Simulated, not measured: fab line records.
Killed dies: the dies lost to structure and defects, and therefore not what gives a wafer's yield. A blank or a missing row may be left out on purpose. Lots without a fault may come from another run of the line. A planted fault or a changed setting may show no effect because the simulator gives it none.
A struck lot beside a sound one	flow sky130	43 steps out of a route of 708
Sound: these wafers, L651.1, L651.4, L651.5. Struck: wafers L653.4, L653.5. (L653.6 of the same lot was not struck and is left out.) The cause comes at the end.
Per side, at each step with rows, come the tool, then ch with its chambers, and then its first start. Under that, the readings that differ: sound wafers	struck wafers	difference of the means	sigmas: that difference in standard deviations of wafers without a fault.
alike: readings whose means differ by less than 2 such deviations, and words and numbers that are the same on both sides. not compared: withheld readings, readings that some wafer has no value for, bounds like >300 that may hide the same value, and numbers for which the record gives no deviation and whose values overlap.
Wherever a step has rows on one side only, a row that says differs or no value, or a row with sigmas, the two part there. Numbers that have no deviation but don't overlap get no sigmas and don't part them. A reading missing from all wafers of one side parts the sides only when that side holds two or more wafers.

first, 4 steps without rows for these wafers: SKY_FIELD_ISO_WET_ETCH_29 (etches Si3N4 in H3PO4, target depth 160 nm, time 1825 s); SKY_FIELD_ISO_WET_ETCH_30 (etches SiO2 in dHF, target depth 25 nm, time 50 s); SKY_NWELL_CLEAN_00 (cleans in SC1/SC2, time 150 s); SKY_NWELL_OXIDATION_01 (stabilise 600 s, purge 300 s, target thk 10 nm).
SKY_NWELL_THK_MEAS_02:
  sound on film_metro-03, day 3 07:54; struck on film_metro-02, day 3 15:29
  alike: NWELL_OXIDATION_THK
then, 7 steps without rows for these wafers: SKY_DNWELL_DEHYDRATE_00 (time 60 s); SKY_DNWELL_HMDS_01 (prime time 60 s); SKY_DNWELL_COAT_02 (resist thk 3000 nm); SKY_DNWELL_SOFTBAKE_03; SKY_DNWELL_EXPOSE_04 (exposes mask DNM, target cd 3000 nm); SKY_DNWELL_PEB_05; SKY_DNWELL_DEVELOP_06 (develop time 60 s).
SKY_DNWELL_IMPLANT_07:
  sound on implanter-03 ch 0, day 3 23:56; struck on implanter-03 ch 0, day 4 08:12
SKY_DNWELL_STRIP_08: strips in O2/N2.
  sound on plasma_asher-02 ch 1, day 4 00:05; struck on plasma_asher-03 ch 0,1, day 4 08:19
  alike: drypump_motor_current_A, oes_product_au, strip_time_to_endpoint_s
  not compared: rf_hours_counter_h
SKY_DNWELL_TW_MEAS_09:
  sound on film_metro-02, day 4 00:11; struck on film_metro-02, day 4 08:25
reading	sound	struck	difference	sigmas
DNWELL_TW	1141 1133 1138	1100 1100	-37	-2
then, 7 steps without rows for these wafers: SKY_PWDE_DEHYDRATE_00 (time 60 s); SKY_PWDE_HMDS_01 (prime time 60 s); SKY_PWDE_COAT_02 (resist thk 3000 nm); SKY_PWDE_SOFTBAKE_03; SKY_PWDE_EXPOSE_04 (exposes mask PWDEM, target cd 840 nm); SKY_PWDE_PEB_05; SKY_PWDE_DEVELOP_06 (develop time 60 s).
SKY_PWDE_OVL_MEAS_07:
  sound on overlay-01, day 4 17:17; struck on overlay-01, day 5 01:25
reading	sound	struck	difference	sigmas
PWDE_OVL (nm)	0.7 2.7 2.2	-1.7 -0.5	-3.0	-2
after that, 1 step had no rows for these wafers: SKY_PWDE_IMPLANT_08.
SKY_PWDE_STRIP_09: strips in O2/N2.
  sound on plasma_asher-04 ch 0,1, day 4 17:28; struck on plasma_asher-03 ch 1, day 5 01:37
reading	sound	struck	difference	sigmas
drypump_motor_current_A (A)	5.81 5.82 5.81	5.13 5.16	-0.67	-2
  alike: oes_product_au, strip_time_to_endpoint_s
  not compared: rf_hours_counter_h
SKY_PWDE_TW_MEAS_10:
  sound on film_metro-01, day 4 17:34; struck on film_metro-02, day 5 01:43
  alike: PWDE_TW
then, 7 steps without rows for these wafers: SKY_NWELL_DEHYDRATE_03 (time 60 s); SKY_NWELL_HMDS_04 (prime time 60 s); SKY_NWELL_COAT_05 (resist thk 3000 nm); SKY_NWELL_SOFTBAKE_06; SKY_NWELL_EXPOSE_07 (exposes mask NWM, target cd 840 nm); SKY_NWELL_PEB_08; SKY_NWELL_DEVELOP_09 (develop time 60 s).
SKY_NWELL_OVL_MEAS_10:
  sound on overlay-02, day 5 10:29; struck on overlay-02, day 5 18:04
  alike: NWELL_00_OVL
then, 3 steps without rows for these wafers: SKY_NWELL_IMPLANT_11; SKY_NWELL_IMPLANT_12; SKY_NWELL_IMPLANT_13.
SKY_NWELL_STRIP_14: strips in O2/N2.
  sound on plasma_asher-04 ch 0,1, day 5 10:58; struck on plasma_asher-02 ch 0,1, day 5 18:34
  alike: drypump_motor_current_A, oes_product_au, strip_time_to_endpoint_s
  not compared: rf_hours_counter_h
SKY_NWELL_TW_MEAS_15:
  sound on film_metro-01, day 5 11:04; struck on film_metro-03, day 5 18:40
  alike: NWELL_TW
then, 3 steps without rows for these wafers: SKY_NWELL_DEHYDRATE_16 (time 60 s); SKY_NWELL_HMDS_17 (prime time 60 s); SKY_NWELL_COAT_18 (resist thk 3000 nm).
-- the record jumps here: 43 days lie between the struck wafers' starts before and after (it left off in module NWELL and takes up again in module PAD_OPEN, whose first step shown is number 708 of the route) --
SKY_PAD_OPEN_PROBE_99:
  sound on prober-01, day 48 06:57; struck on prober-02, day 48 10:15
reading	sound	struck	difference	sigmas
killed_at_contacts	31 28 31	18 21	-10	-2
model.etest.res_deep_nwell.rs_ohm_sq	2210 2210 2212	2396 2393	+184	
model.etest.res_deep_nwell.rs_ohm_sq_range	56.09 31.81 74.92	235.8 206.5	+166.9	
model.etest.res_deep_nwell.rs_ohm_sq_rim_less_centre	-5.52 1.69 20.32	-50.43 -121.1	-91.26	
model.etest.res_deep_nwell.line_ohm_um	731.4 734.2 737	796.3 807	+67.4	
  alike: killed_at_M0_to_M3, killed_at_M4_up, killed_at_front_end, killed_at_other, killed_dies, killed_open, killed_short

WHERE THEY PART
Earliest at SKY_DNWELL_TW_MEAS_09; latest, in this record, at SKY_PAD_OPEN_PROBE_99.

WHY: the cause the simulator had injected
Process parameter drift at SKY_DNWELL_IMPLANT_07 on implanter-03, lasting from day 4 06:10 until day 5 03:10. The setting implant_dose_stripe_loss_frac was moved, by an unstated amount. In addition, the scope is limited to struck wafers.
